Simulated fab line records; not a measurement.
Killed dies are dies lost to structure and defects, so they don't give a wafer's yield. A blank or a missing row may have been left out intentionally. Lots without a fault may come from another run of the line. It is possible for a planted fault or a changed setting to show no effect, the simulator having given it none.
Which of the tools did it? | flow gf180mcu | 39 wafers from 13 lots sampled at 4 of the route's 602 steps

## WHAT EACH GAUGE READ, for each wafer
GF_M5_CD_MEAS_07: the cd target is 280 nm.
lot  | measured     | on        | cd_nm (nm)
L529 | day 26 07:25 | cd_sem-02 | 278.6 278.2 279.0
L531 | day 27 03:45 | cd_sem-02 | 280.2 281.6 280.3
L532 | day 27 12:09 | cd_sem-02 | 281.4 281.4 281.0
L534 | day 28 04:13 | cd_sem-02 | 281.3 279.0 279.6
L535 | day 28 08:53 | cd_sem-01 | 281.3 280.5 280.5
L536 | day 28 14:16 | cd_sem-02 | 278.2 278.4 276.9
L537 | day 28 20:52 | cd_sem-01 | 280.0 277.4 278.4
L538 | day 29 07:11 | cd_sem-01 | 279.6 278.8 279.0
L539 | day 29 12:52 | cd_sem-02 | 279.5 279.7 279.3
L543 | day 30 16:43 | cd_sem-02 | 278.2 279.2 276.8
L544 | day 31 00:26 | cd_sem-01 | 282.2 283.2 282.6
L546 | day 31 11:59 | cd_sem-02 | 281.1 279.9 280.8
L550 | day 32 09:51 | cd_sem-01 | 278.6 279.2 280.6

GF_M5_OVL_MEAS_08.
lot  | measured     | on         | M5_OVL (nm)
L529 | day 26 07:32 | overlay-02 | 11 6 15
L531 | day 27 03:52 | overlay-02 | -7 -8 -9
L532 | day 27 12:14 | overlay-01 | -7 -6 1
L534 | day 28 04:20 | overlay-01 | -6 -6 -9
L535 | day 28 08:59 | overlay-01 | -10 -10 -4
L536 | day 28 14:23 | overlay-01 | -5 -9 -8
L537 | day 28 20:59 | overlay-01 | -3 -10 -7
L538 | day 29 07:17 | overlay-01 | -11 -13 -18
L539 | day 29 12:59 | overlay-02 | -5 2 1
L543 | day 30 16:50 | overlay-02 | -7 -4 -8
L544 | day 31 00:32 | overlay-01 | -5 -6 -3
L546 | day 31 12:05 | overlay-02 | 2 0 1
L550 | day 32 09:56 | overlay-01 | 4 -1 -3

## EACH LOT AND THE TOOL THAT RAN IT (in order: tool; ch and the chambers of the sampled wafers; start)
lot  | GF_V1_SPUTTER_21             | GF_MIM_SPUTTER_07
L529 | pvd_sputter-04, day 18 03:23 | pvd_sputter-04, day 24 11:43
L531 | pvd_sputter-04, day 19 04:11 | pvd_sputter-03, day 25 09:42
L532 | pvd_sputter-01, day 19 14:26 | pvd_sputter-04, day 25 18:05
L534 | pvd_sputter-01, day 20 11:11 | pvd_sputter-04, day 26 11:55
L535 | pvd_sputter-04, day 20 15:14 | pvd_sputter-02, day 26 16:29
L536 | pvd_sputter-03, day 21 00:26 | pvd_sputter-02, day 26 22:29
L537 | pvd_sputter-01, day 21 06:10 | pvd_sputter-03, day 27 05:41
L538 | pvd_sputter-01, day 21 17:57 | pvd_sputter-02, day 27 15:47
L539 | pvd_sputter-01, day 22 02:20 | pvd_sputter-03, day 27 21:59
L543 | pvd_sputter-01, day 23 12:19 | pvd_sputter-02, day 29 02:49
L544 | pvd_sputter-01, day 23 21:31 | pvd_sputter-03, day 29 11:09
L546 | pvd_sputter-01, day 24 11:47 | pvd_sputter-02, day 29 23:55
L550 | pvd_sputter-04, day 25 15:50 | pvd_sputter-04, day 30 22:44
- GF_V1_SPUTTER_21: material Ti, target thk 15 nm, time 80.02 s.
- GF_MIM_SPUTTER_07: material TiN, target thk 60 nm, time 50 s.

## WHAT THE TOOLS THEMSELVES READ (means of the sampled wafers that have a number; where no wafer has one, the mark that the record gives instead)
GF_V1_SPUTTER_21.
lot  | tool           | chamber_pressure_pa (Pa) | throttle_valve_pct (%)
L529 | pvd_sputter-04 | 5.002                    | 29.7
L531 | pvd_sputter-04 | 4.991                    | 31.3
L532 | pvd_sputter-01 | 5.005                    | 30.1
L534 | pvd_sputter-01 | 5.001                    | 30.6
L535 | pvd_sputter-04 | 4.989                    | 29.1
L536 | pvd_sputter-03 | 4.994                    | 30.2
L537 | pvd_sputter-01 | 4.989                    | 31.1
L538 | pvd_sputter-01 | 5.006                    | 30.1
L539 | pvd_sputter-01 | 5.001                    | 30.8
L543 | pvd_sputter-01 | 4.999                    | 30.6
L544 | pvd_sputter-01 | 4.994                    | 30.2
L546 | pvd_sputter-01 | 4.992                    | 30.4
L550 | pvd_sputter-04 | 5.010                    | 29.8

GF_MIM_SPUTTER_07.
lot  | tool           | chamber_pressure_pa (Pa) | throttle_valve_pct (%)
L529 | pvd_sputter-04 | 0.4000                   | 30.6
L531 | pvd_sputter-03 | 0.3988                   | 28.9
L532 | pvd_sputter-04 | 0.4008                   | 29.3
L534 | pvd_sputter-04 | 0.4004                   | 30.5
L535 | pvd_sputter-02 | 0.4000                   | 29.5
L536 | pvd_sputter-02 | 0.4003                   | 30.1
L537 | pvd_sputter-03 | 0.3999                   | 30.0
L538 | pvd_sputter-02 | 0.4001                   | 30.0
L539 | pvd_sputter-03 | 0.4008                   | 30.1
L543 | pvd_sputter-02 | 0.4000                   | 29.6
L544 | pvd_sputter-03 | 0.3991                   | 29.4
L546 | pvd_sputter-02 | 0.4003                   | 29.9
L550 | pvd_sputter-04 | 0.4000                   | 30.2

## THE ANSWER, worked out from the rows above alone
Rule: usual is defined by the lots themselves. Put in order of their means at a reading, lots are off if they are a third of the lots or fewer, leave a main group of 4 or more, and stand apart from it by a gap of 3 or more times the standard deviation of the main group's means; of several such gaps the widest counts. If all means in a main group match to the digits the tables above print for the reading, that group is not used. Also off: a lot with no number at a reading for which 4 or more lots have one. All remaining lots with rows at the step are treated as sound. The gauges are gone through in route order, then the tools' own readings, and for those a lot's mean is taken as printed above. At the first step where some lot is off, the reading lying furthest off is the one used; lots without a number count as furthest.
None of the lots is off at any reading shown; this tells nothing.

## WHAT THE SIMULATOR HAD PUT IN
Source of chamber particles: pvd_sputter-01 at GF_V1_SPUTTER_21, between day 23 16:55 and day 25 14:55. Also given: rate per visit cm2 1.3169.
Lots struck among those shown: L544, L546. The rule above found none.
